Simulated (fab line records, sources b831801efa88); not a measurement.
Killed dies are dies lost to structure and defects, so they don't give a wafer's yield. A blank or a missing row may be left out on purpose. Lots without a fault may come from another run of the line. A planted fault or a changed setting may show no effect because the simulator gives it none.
Split-lot experiment | flow sky130 | 5 lots, 23 wafers read, on a route of 708 steps

THE SPLIT
At SKY_SD_P_IMPLANT_09, the setting dose_cm2 was moved away from the recipe's 3e+15 on 7 of the 23 wafers read, by -7.0% to +4.8%. The other wafers ran this setting at the recipe's value.

FROM THE SPLIT TO THE READING: what the file shows between them, 11 steps
- SKY_SD_P_STRIP_10: strips in O2/N2
- SKY_SD_P_TW_MEAS_11
- SKY_RES_XHIGH_IMPLANT_07 (also split here: energy_kev)
- SKY_RES_XHIGH_STRIP_08: strips in O2/N2
- SKY_RES_XHIGH_TW_MEAS_09
- SKY_SD_N_IMPLANT_09 (also split here: energy_kev)
- SKY_SD_N_STRIP_11: strips in O2/N2 (also split here: power_w)
- SKY_SD_N_TW_MEAS_12
- SKY_SD_N_CLEAN_13: cleans in SC1/SC2, time 150 s
- SKY_SD_N_RTA_14: time 2 s
- SKY_SD_N_RS_MEAS_16: measures by four-point-probe

THE READING
SD_P_RS, in ohm/sq, at SKY_SD_N_RS_MEAS_17 (measures by four-point-probe). Fault-free wafers of this fab line usually give 146.9 ohm/sq, standard deviation 0.34 ohm/sq.

wafer  | tool, chamber at the split | dose_cm2 as run | against the recipe | SD_P_RS, ohm/sq | against lot-mates on the recipe
L077.1 | implanter-01, 0            | 3.145e+15       | +4.8%              | 146.1           | -0.7
L077.2 | implanter-01, 0            | 3e+15           | recipe             | 146.9           | -
L077.3 | implanter-01, 0            | 3e+15           | recipe             | 146.6           | -
L077.5 | implanter-01, 0            | 3.145e+15       | +4.8%              | 146.0           | -0.8
L077.6 | implanter-01, 0            | 3e+15           | recipe             | 146.9           | -
L080.2 | implanter-02, 0            | 3e+15           | recipe             | 147.0           | -
L080.4 | implanter-02, 0            | 3e+15           | recipe             | 146.6           | -
L080.5 | implanter-02, 0            | 3e+15           | recipe             | 147.1           | -
L082.1 | implanter-02, 0            | 3e+15           | recipe             | 147.2           | -
L082.3 | implanter-02, 0            | 2.855e+15       | -4.8%              | 148.1           | +0.8
L082.4 | implanter-02, 0            | 3e+15           | recipe             | 147.3           | -
L082.5 | implanter-02, 0            | 3e+15           | recipe             | 147.3           | -
L082.6 | implanter-02, 0            | 2.855e+15       | -4.8%              | 148.0           | +0.7
L084.1 | implanter-02, 0            | 3e+15           | recipe             | 146.8           | -
L084.2 | implanter-02, 0            | 2.79e+15        | -7.0%              | 148.1           | +1.2
L084.3 | implanter-02, 0            | 2.79e+15        | -7.0%              | 148.1           | +1.2
L084.5 | implanter-02, 0            | 2.79e+15        | -7.0%              | 148.1           | +1.2
L084.6 | implanter-02, 0            | 3e+15           | recipe             | 147.0           | -
L085.1 | implanter-01, 0            | 3e+15           | recipe             | 147.2           | -
L085.2 | implanter-01, 0            | 3e+15           | recipe             | 147.3           | -
L085.3 | implanter-01, 0            | 3e+15           | recipe             | 147.0           | -
L085.4 | implanter-01, 0            | 3e+15           | recipe             | 147.0           | -
L085.5 | implanter-01, 0            | 3e+15           | recipe             | 147.4           | -

THE FIT
A straight line over all 23 wafers: SD_P_RS changes by -0.175 ohm/sq for each +1% of dose_cm2; r = -0.93; the points scatter about the line by 0.22 ohm/sq.
The same after taking each lot's own level away (the mean of its wafers on the recipe; 23 wafers): -0.166 ohm/sq for each +1%; r = -0.97; scatter 0.13 ohm/sq.
On that fit, the largest move of dose_cm2 shifts the reading by 1.2 ohm/sq.
The lots' own levels span 146.80 to 147.27 ohm/sq, that is 1.4 times the standard deviation above.
So the lot-to-lot level changes the slope little: the two slopes agree.
Check: with one of the wafers moved furthest among these (-7.0%) left out of the fit, the line predicts +1.16 ohm/sq for it against its lot-mates. It came out at +1.2 ohm/sq against them.

OTHER SPLITS ON THESE WAFERS
These wafers also went through other splits before the reading. Each is held against what the fit with the lots' levels taken away leaves over:
other split on the same wafers      | wafers away from the commonest value | r with SD_P_RS (lot level and that fit taken away)
SKY_RES_XHIGH_IMPLANT_07 energy_kev | 9                                    | -0.19
SKY_SD_N_IMPLANT_09 energy_kev      | 8                                    | -0.02
SKY_SD_N_STRIP_11 power_w           | 8                                    | -0.21

THE WHOLE CHAIN: every reading that the file lists as answering this split, in the file's order
step                | what it does                 | reading                  | change (the file's fit)              | r (the file's)
SKY_SD_P_STRIP_10   | strips in O2/N2              | strip_time_to_endpoint_s | withheld for each +1% of the setting | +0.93
SKY_SD_P_TW_MEAS_11 |                              | SD_P_TW                  | +4.35 for each +1% of the setting    | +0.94
SKY_SD_N_RS_MEAS_17 | measures by four-point-probe | SD_P_RS                  | -0.164 for each +1% of the setting   | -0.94

THE FILE'S OWN FIT
SD_P_RS changes by -0.164 ohm/sq for each +1% of dose_cm2, r = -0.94.
